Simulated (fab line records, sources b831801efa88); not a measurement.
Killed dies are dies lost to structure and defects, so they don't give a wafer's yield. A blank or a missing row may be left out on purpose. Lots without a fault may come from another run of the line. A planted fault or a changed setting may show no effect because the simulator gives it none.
Which tool did it? | flow sfq_line | 13 lots, 38 wafers sampled, at 2 steps of a route of 325

WHAT THE GAUGES READ, wafer by wafer
SFQ_I2_BOW_MEAS_917.
lot  | measured     | on            | I2_BOW (um)
L302 | day 37 03:13 | film_metro-01 | 0 -3 5
L305 | day 38 15:53 | film_metro-03 | 13 3 -7
L306 | day 38 18:53 | film_metro-01 | -4 -14 0
L307 | day 38 21:32 | film_metro-03 | -3 2 -20
L309 | day 40 11:31 | film_metro-01 | 5 -4 -2
L310 | day 41 01:19 | film_metro-01 | 1 3 13
L312 | day 42 08:58 | film_metro-01 | -6 -8 -10
L313 | day 42 17:34 | film_metro-04 | -4 -8 10
L315 | day 43 05:37 | film_metro-04 | -13 0 5
L319 | day 44 19:17 | film_metro-01 | 14 15 10
L322 | day 46 00:10 | film_metro-04 | -6 -3 -1
L323 | day 46 08:37 | film_metro-04 | 7 2 11 - - -
L325 | day 46 19:28 | film_metro-01 | 2 -8

WHICH TOOL RAN EACH LOT (tool, then ch and the chambers of the sampled wafers, then the start)
lot  | SFQ_TRILAYER_I2_CMP_CMP_064
L302 | cmp-01 ch 0,3, day 37 00:10
L305 | cmp-02 ch 0,2,3, day 38 12:53
L306 | cmp-02 ch 1,2,3, day 38 16:53
L307 | cmp-01 ch 0,2,3, day 38 18:31
L309 | cmp-02 ch 0,1,2, day 40 09:59
L310 | cmp-02 ch 1,3, day 40 22:48
L312 | cmp-02 ch 0,1,2, day 42 06:28
L313 | cmp-02 ch 1,3, day 42 14:34
L315 | cmp-02 ch 1,2, day 43 02:34
L319 | cmp-01 ch 0,3, day 44 16:17
L322 | cmp-01 ch 1,2, day 45 21:10
L323 | cmp-02 ch 0,3, day 46 06:04
L325 | cmp-02 ch 1,2, day 46 17:55
- SFQ_TRILAYER_I2_CMP_CMP_064: polishes SiO2.

WHAT THE TOOLS THEMSELVES READ (means of the sampled wafers that have a number; where no wafer has one, the mark that the record gives instead)
SFQ_TRILAYER_I2_CMP_CMP_064.
lot  | tool   | edge_zone_pressure_frac | motor_current_A (A) | time_to_endpoint_s (s)
L302 | cmp-01 | 0.998                   | 10.6                | 218
L305 | cmp-02 | 1.004                   | 10.9                | 222
L306 | cmp-02 | 1.000                   | 10.9                | 226
L307 | cmp-01 | 0.995                   | 10.8                | 216
L309 | cmp-02 | 0.997                   | 11.0                | 217
L310 | cmp-02 | 0.997                   | 11.3                | 220
L312 | cmp-02 | 0.998                   | 10.7                | 221
L313 | cmp-02 | 0.998                   | 11.2                | 220
L315 | cmp-02 | 1.002                   | 11.0                | 216
L319 | cmp-01 | 0.999                   | 10.8                | 220
L322 | cmp-01 | 0.999                   | 10.3                | 210
L323 | cmp-02 | 0.999                   | 10.9                | 261
L325 | cmp-02 | 0.998                   | 10.8                | 216

THE ANSWER, worked out from the rows above alone
Rule: what is usual is taken from the lots themselves. Put in order of their means at a reading, lots are off if they are a third of the lots or fewer, leave a main group of 4 or more, and stand apart from it by a gap of 3 or more times the standard deviation of the main group's means; of several such gaps the widest counts. A main group whose means are all the same, to the digits that the tables above print for the reading, isn't used. A lot without any number at a reading at which 4 lots or more have one is off too. The other lots that the step has rows for count as sound. The gauges are gone through in route order, then the tools' own readings, and for those a lot's mean is taken as printed above. The first step at which some lot is off is used, and at that step the reading that is off furthest; a lot without a number counts as furthest.
Off: L323, at SFQ_TRILAYER_I2_CMP_CMP_064 (time_to_endpoint_s). The main group: mean 218 s, standard deviation 3.8.
A tool fits if, at that step or a process step before it, it ran every lot that is off, and no sound lot after the first of them. None of those tried fits.

WHAT THE SIMULATOR HAD PUT IN
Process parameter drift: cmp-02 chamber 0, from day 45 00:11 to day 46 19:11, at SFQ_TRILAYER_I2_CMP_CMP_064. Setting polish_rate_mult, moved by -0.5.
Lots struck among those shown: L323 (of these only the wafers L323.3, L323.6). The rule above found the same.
